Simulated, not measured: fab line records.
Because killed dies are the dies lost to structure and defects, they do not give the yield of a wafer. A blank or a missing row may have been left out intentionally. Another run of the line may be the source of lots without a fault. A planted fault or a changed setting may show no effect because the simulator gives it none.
Tool commonality check -- flow gf180mcu -- Sample size 12 lots and 36 wafers

WHY THIS WAS OPENED
Of 12 lots, 1 have the reading HV_LDD_TW flagged at GF_HV_LDD_TW_MEAS_11. Fault-free wafers read 2418, with a standard deviation of 25.
Rule: a lot gets a flag if all its wafers with a number sit over 4 standard deviations from that mean, or if no wafer of it has a number. As for the other lots, they are considered sound.

lot,measured,on,"HV_LDD_TW, wafer by wafer",flag
L226,day 9 23:02,film metro-04,2403 2385 2399,
L229,day 10 17:53,film metro-04,2378 2385 2379,
L228,day 10 18:29,film metro-03,2435 2440 2451,
L231,day 11 09:05,film metro-03,2420 2432 2440,
L234,day 12 05:49,film metro-03,2444 2442 2455,
L235,day 12 19:53,film metro-03,2446 2453 2469,
L236,day 12 20:17,film metro-03,2453 2455 2455,
L237,day 13 00:50,film metro-01,30 30 30,FLAGGED
L245,day 15 18:44,film metro-04,2403 2392 2385,
L248,day 16 23:46,film metro-01,2407 2383 2403,
L247,day 17 03:17,film metro-01,2396 2391 2386,
L249,day 17 08:21,film metro-03,2432 2445 2430,
The numbers of the flagged lots are 30 on average: -2388 against the usual, or -96 standard deviations.

EACH LOT AND THE TOOL IT RAN ON
The record holds 1 process step before the reading, out of a route of 602 steps. Every cell lists first the tool, next ch and the chambers used by the sampled wafers, and last the start.
lot,flag,GF_HV_LDD_EXPOSE_04
L226,,"iline stepper-01 ch 0, day 9 13:59"
L229,,"iline stepper-01 ch 0, day 10 09:08"
L228,,"iline stepper-02 ch 0, day 10 09:23"
L231,,"iline stepper-01 ch 0, day 11 00:23"
L234,,"iline stepper-02 ch 0, day 11 21:02"
L235,,"iline stepper-02 ch 0, day 12 10:04"
L236,,"iline stepper-01 ch 0, day 12 10:26"
L237,FLAGGED,"iline stepper-02 ch 0, day 12 15:18"
L245,,"iline stepper-02 ch 0, day 15 08:17"
L248,,"iline stepper-02 ch 0, day 16 12:39"
L247,,"iline stepper-02 ch 0, day 16 15:35"
L249,,"iline stepper-02 ch 0, day 16 20:14"
These steps, and what they do:
- GF_HV_LDD_EXPOSE_04: exposes mask Nplus LV AREA, target cd 400 nm.
- GF_HV_LDD_TW_MEAS_11

FLAGGED AGAINST TOTAL, ONE TOOL AT A TIME (gauges that did the reading follow at the end)
step,tool,lots run,flagged,share of the flagged lots,sound lots run after its first flagged lot
GF_HV_LDD_EXPOSE_04,iline stepper-01,4,0,none,-
GF_HV_LDD_EXPOSE_04,iline stepper-02,8,1,all,"4 (L245,L248,L247,L249)"
GF_HV_LDD_TW_MEAS_11,film metro-01,3,1,all,"2 (L248,L247)"
GF_HV_LDD_TW_MEAS_11,film metro-03,6,0,none,-
GF_HV_LDD_TW_MEAS_11,film metro-04,3,0,none,-

WHAT THE TABLE PERMITS
Rows of the table that ran all the flagged lots, 2 in number: iline stepper-02 at GF_HV_LDD_EXPOSE_04; film metro-01 at GF_HV_LDD_TW_MEAS_11.
- iline stepper-02 at GF_HV_LDD_EXPOSE_04 ran 8 lots, 1 of them flagged. Sound lots followed the first flagged one (L245, L248, L247, L249) on it, something a lasting fault affecting the whole tool could not allow.
- film metro-01 at GF_HV_LDD_TW_MEAS_11 ran 3 lots, 1 of them flagged. Sound lots followed the first flagged one (L248, L247) on it, something a lasting fault affecting the whole tool could not allow.
There is no row in the table that ran each flagged lot and no sound lot after the first.

WHAT WAS PUT IN BY THE SIMULATOR
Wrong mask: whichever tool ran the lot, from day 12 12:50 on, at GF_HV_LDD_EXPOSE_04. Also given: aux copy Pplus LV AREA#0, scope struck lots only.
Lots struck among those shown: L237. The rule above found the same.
